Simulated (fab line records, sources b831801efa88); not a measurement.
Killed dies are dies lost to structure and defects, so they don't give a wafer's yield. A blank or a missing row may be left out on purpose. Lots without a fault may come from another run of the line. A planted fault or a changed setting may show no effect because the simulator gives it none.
fab line records | flow sfq_line | part 1 of 2: steps 1 to 25 of 34
record lots=5 wafers=15 last_day=80
route steps=325 shown M0@28 I0@43 M1@58
lots that met no fault: from a run of the same line without faults
start_h: hours from the record's first day to the start of the lot's first wafer shown | wait_h: hours since the lot's step before | " the same as in the row above | L1.1+2: a row that stands for several wafers | - no value, or no start given | * or withheld: withheld | < > ~ a bound
route shown NAME@n: a module of which the file shows steps, and the number in the route of the first | usual: mean/standard deviation of fault-free wafers | same: alike in all rows | chamber/n: place in a boat | sites: the reading at each site | _std_site: their standard deviation | _edge_site: outer sites' mean less inner sites' | radius_mm: how far each site lies from the wafer's centre | mask NAME#n: copy n | behind: the tool/chamber that last shaped the wafer | hold: why the lot was held/for how many hours/how that ended | device: the transistor (n, p or np) that didn't switch | end of line: the same wafers' tests at the end of the route | a step without rows: its recipe alone | killed: dies lost to structure and defects at the first sort, not the wafer's yield | map: a wafer's dies, x killed, . not, _ none there
set.NAME: the setting as run; set.NAME@STEP: as run at that earlier step | model.NAME: the simulator's own value behind a step, which no gauge read
lots at some steps of the route; a table a step, a row a wafer
services: from which hour (start_h, from the record's first day; less than 0 if before it) a tool's chamber was out of use, for how many hours, and why
## steps
# step SFQ_TRILAYER_M0_DEP_PRE_CLEAN_020
# recipe gas=Ar time_s=15 bias_v=250
# columns lot.wafer tool chamber start_h wait_h
L079.1+3+4 pvd_sputter-05 - 210.33 0.0
L082.1+5+6 pvd_sputter-03 - 228.87 0.0
L085.3+5+6 pvd_sputter-06 - 252.86 0.0
L088.2+3+5 pvd_sputter-06 - 274.51 0.0
L091.2+3+6 pvd_sputter-05 - 296.62 0.0
# step SFQ_TRILAYER_M0_DEP_SPUTTER_019
# recipe material=Nb base_pressure_pa=1.33e-06 chamber_pressure_pa=0.1333 substrate_temp_c=20 resputter_cathode_voltage_v=400 target_thk_nm=200 power_w=2000 time_s=133.3
# usual resputter_cathode_voltage_v=400/3.7 throttle_valve_pct=30.1/0.65
# columns lot.wafer tool chamber start_h wait_h resputter_cathode_voltage_v throttle_valve_pct
L079.1 pvd_sputter-05 - 210.35 0.0 399 29.9
L079.3 " - " " 398 30.3
L079.4 " - " " 399 30.9
L082.1 pvd_sputter-03 - 228.90 0.0 406 30.2
L082.5 " - " " 401 30.2
L082.6 " - " " 405 29.8
L085.3 pvd_sputter-06 - 252.89 0.0 388 30.4
L085.5 " - " " 397 30.6
L085.6 " - " " 401 30.5
L088.2 pvd_sputter-06 - 274.54 0.0 394 30.5
L088.3 " - " " 398 30.5
L088.5 " - " " 400 30.3
L091.2 pvd_sputter-05 - 296.65 0.0 403 30.2
L091.3 " - " " 400 30.2
L091.6 " - " " 397 29.7
# step SFQ_M0_RS_MEAS_904
# recipe thk_meas_gauge=four-point-probe reads=Nb_of_TRILAYER_M0_DEP_SPUTTER_019
# usual M0_NB_RS=0.889/0.0087
# columns lot.wafer tool chamber start_h wait_h M0_NB_RS[ohm/sq]
L079.1 film_metro-04 - 210.44 0.0 0.883
L079.3 " - " " 0.890
L079.4 " - " " 0.894
L082.1 film_metro-01 - 228.99 0.0 0.882
L082.5 " - " " 0.878
L082.6 " - " " 0.896
L085.3 film_metro-04 - 253.02 0.1 0.889
L085.5 " - " " 0.884
L085.6 " - " " 0.883
L088.2 film_metro-01 - 274.65 0.1 0.880
L088.3 " - " " 0.882
L088.5 " - " " 0.887
L091.2 film_metro-04 - 296.76 0.1 0.873
L091.3 " - " " 0.881
L091.6 " - " " 0.875
# step SFQ_TRILAYER_M0_LITHO_COAT_026
# recipe resist=BARC spin_rpm=3000 resist_thk_nm=62
# usual resist_line_temp_C=22.98/0.11
# columns lot.wafer tool chamber start_h wait_h resist_line_temp_C
L079.1 litho_track-02 0 210.62 0.1 23.25
L079.3 " 0 " " 23.07
L079.4 " 0 " " 23.18
L082.1 litho_track-02 0 229.17 0.1 22.95
L082.5 " 0 " " 22.88
L082.6 " 0 " " 23.02
L085.3 litho_track-03 0 253.26 0.1 22.92
L085.5 " 0 " " 22.93
L085.6 " 0 " " 23.02
L088.2 litho_track-01 0 274.86 0.1 22.89
L088.3 " 0 " " 23.03
L088.5 " 0 " " 23.00
L091.2 litho_track-01 0 296.97 0.1 23.02
L091.3 " 0 " " 22.93
L091.6 " 0 " " 22.88
# step SFQ_TRILAYER_M0_LITHO_COAT_021
# recipe resist=KrF spin_rpm=3000 resist_thk_nm=600
# usual resist_line_temp_C=22.99/0.096
# columns lot.wafer tool chamber start_h wait_h resist_line_temp_C
L079.1 litho_track-02 0 210.92 0.2 22.99
L079.3 " 0 " " 22.85
L079.4 " 0 " " 22.98
L082.1 litho_track-02 0 229.47 0.2 22.91
L082.5 " 0 " " 22.89
L082.6 " 0 " " 23.13
L085.3 litho_track-03 0 253.56 0.2 22.87
L085.5 " 0 " " 23.03
L085.6 " 0 " " 22.83
L088.2 litho_track-01 0 275.16 0.2 23.12
L088.3 " 0 " " 22.91
L088.5 " 0 " " 23.03
L091.2 litho_track-01 0 297.27 0.2 22.95
L091.3 " 0 " " 22.91
L091.6 " 0 " " 22.96
# step SFQ_TRILAYER_M0_LITHO_SOFTBAKE_025
# recipe temp_c=withheld time_s=withheld resist=KrF
# usual resist_line_temp_C=*
# columns lot.wafer tool chamber start_h wait_h resist_line_temp_C
L079.1 litho_track-02 0 211.22 0.2 *
L079.3 " 0 " " *
L079.4 " 0 " " *
L082.1 litho_track-02 0 229.77 0.2 *
L082.5 " 0 " " *
L082.6 " 0 " " *
L085.3 litho_track-03 0 253.81 0.2 *
L085.5 " 0 " " *
L085.6 " 0 " " *
L088.2 litho_track-01 0 275.43 0.2 *
L088.3 " 0 " " *
L088.5 " 0 " " *
L091.2 litho_track-01 0 297.54 0.2 *
L091.3 " 0 " " *
L091.6 " 0 " " *
# step SFQ_TRILAYER_M0_LITHO_EXPOSE_022
# recipe mask_id=M0 na=0.6 source_shape=conventional sigma_outer=0.65 target_cd_nm=500 dose_mj=14.4
# same na=0.6
# columns lot.wafer tool chamber start_h wait_h mask
L079.1+3+4 krf_scanner-01 0 312.63 - M0#0
L082.1+5+6 krf_scanner-02 0 335.81 - M0#0
L085.3+5+6 krf_scanner-02 0 359.01 - M0#0
L088.2+3+5 krf_scanner-01 0 388.32 - M0#0
L091.2+3+6 krf_scanner-02 0 417.16 - M0#0
# step SFQ_TRILAYER_M0_LITHO_PEB_024
# recipe peb_temp_c=115 peb_time_s=60 resist=KrF
# usual resist_line_temp_C=23.00/0.098
# columns lot.wafer tool chamber start_h wait_h resist_line_temp_C
L079.1 litho_track-03 0 313.83 1.0 23.04
L079.3 " 0 " " 22.77
L079.4 " 0 " " 22.85
L082.1 litho_track-01 0 337.01 1.0 23.05
L082.5 " 0 " " 23.09
L082.6 " 0 " " 23.10
L085.3 litho_track-02 0 359.86 0.7 23.05
L085.5 " 0 " " 22.97
L085.6 " 0 " " 23.12
L088.2 litho_track-03 0 389.34 0.8 23.13
L088.3 " 0 " " 22.91
L088.5 " 0 " " 23.04
L091.2 litho_track-03 0 418.18 0.8 22.97
L091.3 " 0 " " 22.78
L091.6 " 0 " " 23.15
# step SFQ_TRILAYER_M0_LITHO_DEVELOP_023
# recipe time_s=60 resist=KrF
# usual resist_line_temp_C=23.01/0.12
# columns lot.wafer tool chamber start_h wait_h resist_line_temp_C
L079.1 litho_track-03 0 313.98 0.1 23.16
L079.3 " 0 " " 23.06
L079.4 " 0 " " 23.08
L082.1 litho_track-01 0 337.16 0.1 22.72
L082.5 " 0 " " 22.77
L082.6 " 0 " " 22.86
L085.3 litho_track-02 0 360.01 0.1 22.91
L085.5 " 0 " " 22.84
L085.6 " 0 " " 23.11
L088.2 litho_track-03 0 389.49 0.1 23.16
L088.3 " 0 " " 23.16
L088.5 " 0 " " 23.03
L091.2 litho_track-03 0 418.33 0.1 23.05
L091.3 " 0 " " 23.16
L091.6 " 0 " " 23.07
# step SFQ_M0_OVL_MEAS_906
# usual M0_OVL=-2/6.7
# columns lot.wafer tool chamber start_h wait_h M0_OVL[nm]
L079.1 overlay-01 - 314.13 0.1 3
L079.3 " - " " 3
L079.4 " - " " 1
L082.1 overlay-02 - 337.31 0.1 9
L082.5 " - " " 12
L082.6 " - " " 11
L085.3 overlay-01 - 360.13 0.1 -7
L085.5 " - " " -9
L085.6 " - " " -3
L088.2 overlay-02 - 389.62 0.1 -9
L088.3 " - " " -10
L088.5 " - " " -13
L091.2 overlay-02 - 418.46 0.1 -1
L091.3 " - " " -12
L091.6 " - " " -3
# step SFQ_TRILAYER_M0_BARC_OPEN_METAL_ETCH_031
# recipe mask_material=PR chemistry=O2 target_depth_nm=125 target=BARC icp_w=600 bias_w=80 pressure_mtorr=10 time_s=41.7
# usual drypump_motor_current_A=6.0/0.4 he_backside_leak_sccm=3.59/0.18 oes_product_au=0.685/0.0046
# columns lot.wafer tool chamber start_h wait_h drypump_motor_current_A he_backside_leak_sccm oes_product_au rf_hours_counter_h
L079.1 rie_metal-03 0 314.17 0.0 5.8 3.34 0.685 18
L079.3 " 0 " " 5.7 3.44 0.671 -
L079.4 " 1 " " 6.3 3.59 0.685 -
L082.1 rie_metal-04 1 337.35 0.0 5.8 3.25 0.690 30
L082.5 " 1 " " 5.9 3.16 0.688 -
L082.6 " 0 " " 5.3 3.61 0.692 -
L085.3 rie_metal-03 1 360.17 0.0 6.3 3.50 0.689 -
L085.5 " 0 " " 5.7 3.36 0.684 -
L085.6 " 1 " " 6.3 3.47 0.688 -
L088.2 rie_metal-02 0 389.65 0.0 6.4 3.63 0.690 96
L088.3 " 0 " " 6.4 3.72 0.686 -
L088.5 " 1 " " 6.2 3.60 0.688 -
L091.2 rie_metal-04 1 418.49 0.0 5.8 3.42 0.682 41
L091.3 " 1 " " 5.8 3.41 0.680 -
L091.6 " 1 " " 5.8 3.40 0.679 -
# step SFQ_TRILAYER_M0_ETCH_METAL_ETCH_024
# recipe target=Nb stop_on=SiO2 mask_material=PR chemistry=Cl2/Ar target_depth_nm=240 icp_w=600 bias_w=80 pressure_mtorr=10 time_s=120
# usual drypump_motor_current_A=6.0/0.4 he_backside_leak_sccm=3.61/0.3 oes_product_au=0.894/0.0069
# columns lot.wafer tool chamber start_h wait_h drypump_motor_current_A he_backside_leak_sccm oes_product_au rf_hours_counter_h
L079.1 rie_metal-03 0 314.23 0.0 5.7 3.41 0.896 18
L079.3 " 0 " " 5.7 3.57 0.894 -
L079.4 " 1 " " 6.3 3.34 0.887 -
L082.1 rie_metal-04 1 337.41 0.0 5.9 3.54 0.894 30
L082.5 " 1 " " 5.8 3.52 0.891 -
L082.6 " 0 " " 5.2 3.73 0.894 -
L085.3 rie_metal-03 1 360.25 0.1 6.3 3.49 0.897 -
L085.5 " 0 " " 5.7 3.24 0.902 -
L085.6 " 1 " " 6.3 3.42 0.901 -
L088.2 rie_metal-02 0 389.71 0.0 6.3 3.72 0.894 96
L088.3 " 0 " " 6.4 3.59 0.904 -
L088.5 " 1 " " 6.2 3.57 0.893 -
L091.2 rie_metal-04 1 418.55 0.0 5.8 3.48 0.904 41
L091.3 " 1 " " 5.9 3.52 0.888 -
L091.6 " 1 " " 5.8 3.63 0.896 -
# step SFQ_TRILAYER_M0_STRIP_STRIP_025
# recipe gas=O2 power_w=200 platen_temp_c=40 overash_fraction=0.65 chemistry=O2 pressure_mtorr=50
# usual drypump_motor_current_A=6.0/0.4 he_backside_leak_sccm=3.6/0.44 oes_product_au=1.002/0.0078
# columns lot.wafer tool chamber start_h wait_h drypump_motor_current_A he_backside_leak_sccm oes_product_au rf_hours_counter_h
L079.1 rie_metal-03 0 314.35 0.1 5.8 3.7 1.009 18
L079.3 " 0 " " 5.8 3.5 1.000 -
L079.4 " 1 " " 6.3 3.3 0.989 -
L082.1 rie_metal-04 1 337.54 0.1 5.8 3.5 1.000 30
L082.5 " 1 " " 5.8 3.4 1.003 -
L082.6 " 0 " " 5.3 3.7 0.993 -
L085.3 rie_metal-03 1 360.54 0.2 6.3 3.5 0.994 -
L085.5 " 0 " " 5.7 3.6 1.009 -
L085.6 " 1 " " 6.3 3.4 0.994 -
L088.2 rie_metal-02 0 389.84 0.1 6.4 3.7 1.001 96
L088.3 " 0 " " 6.4 3.7 1.009 -
L088.5 " 1 " " 6.2 3.3 0.993 -
L091.2 rie_metal-04 1 418.68 0.1 5.8 3.6 1.012 41
L091.3 " 1 " " 5.8 3.6 1.016 -
L091.6 " 1 " " 5.8 3.7 1.012 -
# step SFQ_TRILAYER_M0_STRIP_SOLV_CLEAN_026
# recipe chemistry=NMP temp_c=70 time_s=600
# columns lot.wafer tool chamber start_h wait_h
L079.1+3+4 wet_bench-04 2,7,0 314.95 0.4
L082.1+5+6 wet_bench-03 6,7,0 338.14 0.4
L085.3+5+6 wet_bench-02 2,3,0 360.94 0.2
L088.2+3+5 wet_bench-04 4,5,1 390.44 0.4
L091.2+3+6 wet_bench-03 1,0,2 419.28 0.4
# step SFQ_TRILAYER_I0_DEP_PECVD_027
# recipe material=SiO2 temp_c=150 time_s=111.11 pressure_torr=2.4 rf_w=183.3 precursor=SiH4/N2O target_thk_nm=500
# usual heater_power_w=79/16 showerhead_vpp_V=850/61 throttle_valve_pct=24.1/0.8
# columns lot.wafer tool chamber start_h wait_h heater_power_w showerhead_vpp_V since_wet_clean_h throttle_valve_pct
L079.1 pecvd-02 2 315.13 0.0 45 813 107 23.4
L079.3 " 0 " " 76 893 107 23.2
L079.4 " 2 " " 48 803 - 23.3
L082.1 pecvd-03 0 338.31 0.0 75 833 883 25.7
L082.5 " 2 " " 93 849 - 24.0
L082.6 " 0 " " 73 832 - 25.5
L085.3 pecvd-03 0 361.11 0.0 76 843 906 26.1
L085.5 " 1 " " 79 872 - 25.6
L085.6 " 2 " " 89 855 - 24.0
L088.2 pecvd-03 1 390.61 0.0 84 878 935 25.8
L088.3 " 2 " " 90 856 935 24.0
L088.5 " 2 " " 91 854 - 23.8
L091.2 pecvd-02 2 419.45 0.0 45 801 211 23.4
L091.3 " 1 " " 104 867 211 24.7
L091.6 " 2 " " 49 795 - 23.7
# step SFQ_TRILAYER_I0_CMP_CMP_028
# recipe material=SiO2 down_force_psi=3 platen_rpm=60 pad_velocity_m_s=0.94248
# usual motor_current_A=10.1/1.2 slurry_flow_ml_min=149.9/0.42 time_to_endpoint_s=217/7.9
# columns lot.wafer tool chamber start_h wait_h motor_current_A slurry_flow_ml_min time_to_endpoint_s
L079.1 cmp-02 3 319.58 4.4 7.7 150.7 209
L079.4 " 0 " " 11.1 149.4 211
L079.3 " 2 321.08 5.9 10.1 149.7 217
L082.1 cmp-01 3 340.21 1.9 10.9 150.2 214
L082.6 " 1 341.21 2.8 9.5 151.0 214
L082.5 " 2 " " 11.2 150.2 211
L085.3 cmp-02 3 362.19 1.0 7.7 150.2 222
L085.6 " 1 363.19 2.0 10.4 149.8 224
L085.5 " 2 " " 9.5 150.3 232
L088.2 cmp-02 0 391.19 0.5 11.2 149.7 210
L088.3 " 2 392.19 1.5 9.5 150.2 229
L088.5 " 0 393.19 2.5 11.2 149.7 215
L091.2 cmp-02 3 423.67 4.2 7.6 149.7 213
L091.3 " 0 " " 10.5 150.1 200
L091.6 " 3 425.67 6.1 7.7 149.4 212
# step SFQ_I0_BOW_MEAS_907
# recipe mode=bow
# usual I0_BOW=1/7.1
# columns lot.wafer tool chamber start_h wait_h I0_BOW[um]
L079.1 film_metro-02 - 322.58 2.5 -11
L079.3 " - " " 3
L079.4 " - " " -1
L082.1 film_metro-02 - 342.21 1.5 -5
L082.5 " - " " -15
L082.6 " - " " -4
L085.3 film_metro-04 - 364.23 1.5 5
L085.5 " - " " -2
L085.6 " - " " 0
L088.2 film_metro-02 - 393.71 2.0 10
L088.3 " - " " 0
L088.5 " - " " 0
L091.2 film_metro-02 - 426.19 2.0 14
L091.3 " - " " 1
L091.6 " - " " 1
# step SFQ_TRILAYER_I0_METRO_MEASURE_029
# usual thk_nm=200.0/1.1
# columns lot.wafer tool chamber start_h wait_h thk_nm
L079.1 film_metro-02 - 322.70 0.1 199.4
L079.3 " - " " 201.7
L079.4 " - " " 199.4
L082.1 film_metro-02 - 342.33 0.1 199.3
L082.5 " - " " 199.4
L082.6 " - " " 198.2
L085.3 film_metro-04 - 364.71 0.5 199.8
L085.5 " - " " 202.0
L085.6 " - " " 200.4
L088.2 film_metro-02 - 394.01 0.3 199.1
L088.3 " - " " 199.9
L088.5 " - " " 199.5
L091.2 film_metro-02 - 426.49 0.3 198.7
L091.3 " - " " 199.9
L091.6 " - " " 200.6
# step SFQ_TRILAYER_I0_VIA_LITHO_COAT_036
# recipe resist=BARC spin_rpm=3000 resist_thk_nm=62
# usual resist_line_temp_C=23.03/0.11
# columns lot.wafer tool chamber start_h wait_h resist_line_temp_C
L079.1 litho_track-02 0 323.90 1.0 23.02
L079.3 " 0 " " 23.08
L079.4 " 0 " " 23.10
L082.1 litho_track-04 0 343.53 1.0 22.90
L082.5 " 0 " " 22.90
L082.6 " 0 " " 23.01
L085.3 litho_track-02 0 365.61 0.7 23.04
L085.5 " 0 " " 23.13
L085.6 " 0 " " 23.19
L088.2 litho_track-03 0 395.06 0.8 23.14
L088.3 " 0 " " 23.14
L088.5 " 0 " " 23.18
L091.2 litho_track-03 0 427.54 0.8 23.17
L091.3 " 0 " " 23.15
L091.6 " 0 " " 23.24
# step SFQ_TRILAYER_I0_VIA_LITHO_COAT_031
# recipe resist=KrF spin_rpm=3000 resist_thk_nm=650
# usual resist_line_temp_C=22.98/0.11
# columns lot.wafer tool chamber start_h wait_h resist_line_temp_C
L079.1 litho_track-02 0 324.20 0.2 23.04
L079.3 " 0 " " 22.94
L079.4 " 0 " " 23.01
L082.1 litho_track-04 0 343.83 0.2 23.05
L082.5 " 0 " " 23.09
L082.6 " 0 " " 22.92
L085.3 litho_track-02 0 365.91 0.2 22.94
L085.5 " 0 " " 22.91
L085.6 " 0 " " 23.11
L088.2 litho_track-03 0 395.36 0.2 23.12
L088.3 " 0 " " 23.20
L088.5 " 0 " " 23.07
L091.2 litho_track-03 0 427.84 0.2 22.86
L091.3 " 0 " " 23.15
L091.6 " 0 " " 23.02
# step SFQ_TRILAYER_I0_VIA_LITHO_SOFTBAKE_035
# recipe temp_c=withheld time_s=withheld resist=KrF
# usual resist_line_temp_C=*
# columns lot.wafer tool chamber start_h wait_h resist_line_temp_C
L079.1 litho_track-02 0 324.50 0.2 *
L079.3 " 0 " " *
L079.4 " 0 " " *
L082.1 litho_track-04 0 344.13 0.2 *
L082.5 " 0 " " *
L082.6 " 0 " " *
L085.3 litho_track-02 0 366.16 0.2 *
L085.5 " 0 " " *
L085.6 " 0 " " *
L088.2 litho_track-03 0 395.63 0.2 *
L088.3 " 0 " " *
L088.5 " 0 " " *
L091.2 litho_track-03 0 428.12 0.2 *
L091.3 " 0 " " *
L091.6 " 0 " " *
# step SFQ_TRILAYER_I0_VIA_LITHO_EXPOSE_032
# recipe mask_id=I0 na=0.6 source_shape=conventional sigma_outer=0.65 target_cd_nm=500 dose_mj=21.3
# same na=0.6
# columns lot.wafer tool chamber start_h wait_h mask
L079.1+3+4 krf_scanner-02 0 448.16 - I0#0
L082.1+5+6 krf_scanner-01 0 477.45 - I0#0
L085.3+5+6 krf_scanner-01 0 504.25 - I0#0
L088.2+3+5 krf_scanner-01 0 531.65 - I0#0
L091.2+3+6 krf_scanner-01 0 554.45 - I0#0
# step SFQ_TRILAYER_I0_VIA_LITHO_PEB_034
# recipe peb_temp_c=115 peb_time_s=60 resist=KrF
# usual resist_line_temp_C=22.99/0.12
# columns lot.wafer tool chamber start_h wait_h resist_line_temp_C
L079.1 litho_track-02 0 449.36 1.0 23.02
L079.3 " 0 " " 23.01
L079.4 " 0 " " 23.02
L082.1 litho_track-04 0 478.65 1.0 23.07
L082.5 " 0 " " 22.94
L082.6 " 0 " " 23.05
L085.3 litho_track-04 0 505.10 0.7 22.94
L085.5 " 0 " " 22.90
L085.6 " 0 " " 22.97
L088.2 litho_track-04 0 532.67 0.8 22.96
L088.3 " 0 " " 23.02
L088.5 " 0 " " 22.88
L091.2 litho_track-04 0 555.47 0.8 23.27
L091.3 " 0 " " 23.20
L091.6 " 0 " " 23.12
# step SFQ_TRILAYER_I0_VIA_LITHO_DEVELOP_033
# recipe time_s=60 resist=KrF
# usual resist_line_temp_C=23.00/0.11
# columns lot.wafer tool chamber start_h wait_h resist_line_temp_C
L079.1 litho_track-02 0 449.51 0.1 23.06
L079.3 " 0 " " 23.09
L079.4 " 0 " " 23.01
L082.1 litho_track-04 0 478.80 0.1 23.03
L082.5 " 0 " " 23.08
L082.6 " 0 " " 22.87
L085.3 litho_track-04 0 505.25 0.1 23.14
L085.5 " 0 " " 22.98
L085.6 " 0 " " 23.03
L088.2 litho_track-04 0 532.82 0.1 23.22
L088.3 " 0 " " 23.00
L088.5 " 0 " " 22.84
L091.2 litho_track-04 0 555.62 0.1 22.92
L091.3 " 0 " " 22.97
L091.6 " 0 " " 22.90
# step SFQ_I0_OVL_MEAS_908
# usual I0_OVL=-1/5.2
# columns lot.wafer tool chamber start_h wait_h I0_OVL[nm]
L079.1 overlay-01 - 449.66 0.1 -1
L079.3 " - " " -1
L079.4 " - " " 7
L082.1 overlay-01 - 478.95 0.1 8
L082.5 " - " " -6
L082.6 " - " " 5
L085.3 overlay-02 - 505.36 0.1 -8
L085.5 " - " " -6
L085.6 " - " " -15
L088.2 overlay-02 - 532.95 0.1 -4
L088.3 " - " " -5
L088.5 " - " " -2
L091.2 overlay-02 - 555.75 0.1 -6
L091.3 " - " " -5
L091.6 " - " " -3
